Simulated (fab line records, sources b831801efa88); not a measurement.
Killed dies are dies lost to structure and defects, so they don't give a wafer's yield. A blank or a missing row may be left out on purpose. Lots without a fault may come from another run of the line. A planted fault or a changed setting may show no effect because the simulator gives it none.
A struck lot beside a sound one | flow sfq_line | 13 steps out of a route of 325
Sound: wafers L648.1, L648.3, L648.6. Struck: wafers L659.3, L659.4, L659.5. The cause comes at the end.
At each step with rows: each side's tool, then ch and its chambers, then its first start. Under that, the readings that differ: sound wafers | struck wafers | difference of the means | sigmas: that difference in standard deviations of wafers without a fault.
alike: readings whose means differ by less than 2 such deviations, and words and numbers that are the same on both sides. not compared: withheld readings, readings that some wafer has no value for, bounds like >300 that may hide the same value, and numbers for which the record gives no deviation and whose values overlap.
The two part at a step that has a row with sigmas, a row that says differs or no value, or rows on one side only. Numbers that don't overlap but have no deviation are shown without sigmas and don't part them. A reading that every wafer of one side lacks parts them only if that side has two wafers or more.

SFQ_I2_OVL_MEAS_918:
  sound on overlay-01, day 41 16:52; struck on overlay-02, day 45 11:16
  alike: I2_OVL
SFQ_TRILAYER_I2_VIA_BARC_OPEN_VIA_ETCH_096: etches BARC in O2, target depth 125 nm, time 41.7 s.
  sound on rie_diel-04 ch 2,3, day 41 16:55; struck on rie_diel-04 ch 1,3, day 45 11:17
  alike: drypump_motor_current_A, oes_product_au, rf_fwd_power_W
  not compared: rf_hours_counter_h
SFQ_TRILAYER_I2_VIA_ETCH_VIA_ETCH_070: etches SiO2 in CHF3, stops on Nb, target depth 260 nm.
  sound on rie_diel-04 ch 2,3, day 41 16:57; struck on rie_diel-04 ch 1,3, day 45 11:20
  alike: drypump_motor_current_A, oes_product_au, rf_fwd_power_W
SFQ_TRILAYER_I2_VIA_STRIP_STRIP_071: strips in O2.
  sound on rie_metal-04 ch 0,1, day 41 17:04; struck on rie_metal-01 ch 0,1, day 45 11:38
  alike: drypump_motor_current_A, oes_product_au
  not compared: rf_hours_counter_h
then, 2 steps without rows for these wafers: SFQ_TRILAYER_I2_VIA_STRIP_SOLV_CLEAN_072 (cleans in NMP, time 600 s); SFQ_TRILAYER_M3_DEP_PRE_CLEAN_074 (time 22.5 s).
SFQ_TRILAYER_M3_DEP_SPUTTER_073: material Nb, target thk 200 nm, time 133.3 s.
  sound on pvd_sputter-04, day 41 17:52; struck on pvd_sputter-06, day 45 12:14
  alike: throttle_valve_pct
SFQ_M3_RS_MEAS_919: measures by four-point-probe.
  sound on film_metro-02, day 41 17:58; struck on film_metro-02, day 45 12:22
  alike: M3_NB_RS
then, 3 steps without rows for these wafers: SFQ_TRILAYER_M3_LITHO_COAT_080 (resist thk 62 nm); SFQ_TRILAYER_M3_LITHO_COAT_075 (resist thk 600 nm); SFQ_TRILAYER_M3_LITHO_SOFTBAKE_079.
-- the record jumps here: 6 days lie between the struck wafers' starts before and after --
SFQ_TRILAYER_M3_LITHO_EXPOSE_076: exposes mask M3, target cd 500 nm.
  sound on krf_scanner-01 ch 0, day 47 18:09; struck on krf_scanner-02, day 51 09:24
  no value came back on the struck wafers for exposure_dose_mJ_cm2, focus_offset_nm (nm), stage_vel_mm_s (mm/s); on the sound wafers exposure_dose_mJ_cm2 reads 14.401 14.405 14.394
  alike: mask
then, 1 step without rows for these wafers: SFQ_TRILAYER_M3_LITHO_PEB_078 (peb time 60 s).

WHERE THEY PART
Only at SFQ_TRILAYER_M3_LITHO_EXPOSE_076, within this record.

WHY: what the simulator had put in
Skipped step whole: krf_scanner-02, from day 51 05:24 on, at SFQ_TRILAYER_M3_LITHO_EXPOSE_076. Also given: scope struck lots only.
